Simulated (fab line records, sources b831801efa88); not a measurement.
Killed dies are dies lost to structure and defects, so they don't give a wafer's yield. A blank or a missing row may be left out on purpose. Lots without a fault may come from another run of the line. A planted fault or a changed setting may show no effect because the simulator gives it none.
One fault seen from 2 desks | flow gf180mcu | each desk has only its own numbers; what lay behind them comes last

THE METROLOGY DESK
What the gauges read, lot by lot, whatever tool the lot ran on: means of the sampled wafers that have a number. A lot is out of limits, marked OUT, if its mean lies more than 4 standard deviations from the usual mean; the brackets give that distance.
Columns: A = INCOMING_BOW at GF_STI_BOW_MEAS_00, usual 0 um; B = MVSD_RS at GF_VT_IMPLANT_RS_MEAS_46, usual 457.1 ohm/sq
lot  | first seen here | A  | B
L603 | day 1 20:00     | -1 | 457.9
L606 | day 2 11:04     | 1  | 455.4
L608 | day 2 21:00     | 3  | 457.2
L610 | day 3 07:02     | 6  | 456.9
L611 | day 3 12:01     | -2 | 456.9
L612 | day 3 17:02     | -2 | 444.8 (-12) OUT
L613 | day 3 22:04     | -4 | 457.2
L614 | day 4 03:00     | 0  | 457.3
L617 | day 4 18:01     | 0  | 444.2 (-13) OUT
L620 | day 5 09:04     | 3  | 443.5 (-14) OUT
L621 | day 5 14:02     | -1 | 456.7
L622 | day 5 19:01     | 1  | 455.9
L623 | day 6 00:00     | -0 | 459.0
This desk's finding: out of limits on L612, L617, L620; first on L612, day 10 15:25 (MVSD_RS at GF_VT_IMPLANT_RS_MEAS_46). In limits: L603, L606, L608, L610, L611, L613, L614, L621, L622, L623.

THE TOOL OWNER'S DESK: implanter-01
The tool's own readings at GF_MVSD_IMPLANT_08: means of the sampled wafers that have a number, for each lot that ran on this tool. A lot is out of limits, marked OUT, if its mean lies more than 4 standard deviations from the usual mean; the brackets give that distance.
Columns: A = beam_energy_keV at GF_MVSD_IMPLANT_08, usual 400.00
lot  | first seen here | A
L608 | day 6 01:05     | 399.93
L610 | day 6 15:06     | 399.99
L611 | day 6 19:56     | 400.21
L612 | day 7 03:04     | 467.49 (+99 or more) OUT
L617 | day 8 07:21     | 467.52 (+99 or more) OUT
L620 | day 8 22:42     | 467.51 (+99 or more) OUT
This desk's finding: out of limits on L612, L617, L620; first on L612, day 7 03:04 (beam_energy_keV at GF_MVSD_IMPLANT_08). In limits: L608, L610, L611.

PUT TOGETHER
The tool owner's desk could have raised an alarm at day 7 03:04, on L612, L617, L620.
The metrology desk could have raised an alarm at day 10 15:25, on L612, L617, L620.
Of the lots named, all ran GF_MVSD_IMPLANT_08 on implanter-01.

WHAT THE SIMULATOR HAD PUT IN
Process parameter drift: implanter-01, from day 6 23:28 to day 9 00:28, at GF_MVSD_IMPLANT_08. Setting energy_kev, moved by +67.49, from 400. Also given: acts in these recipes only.
Lots struck among those shown: L612, L617, L620.
Hours from the fault's start to each desk's first reading out of limits: the tool owner's desk, 4; the metrology desk, 88.
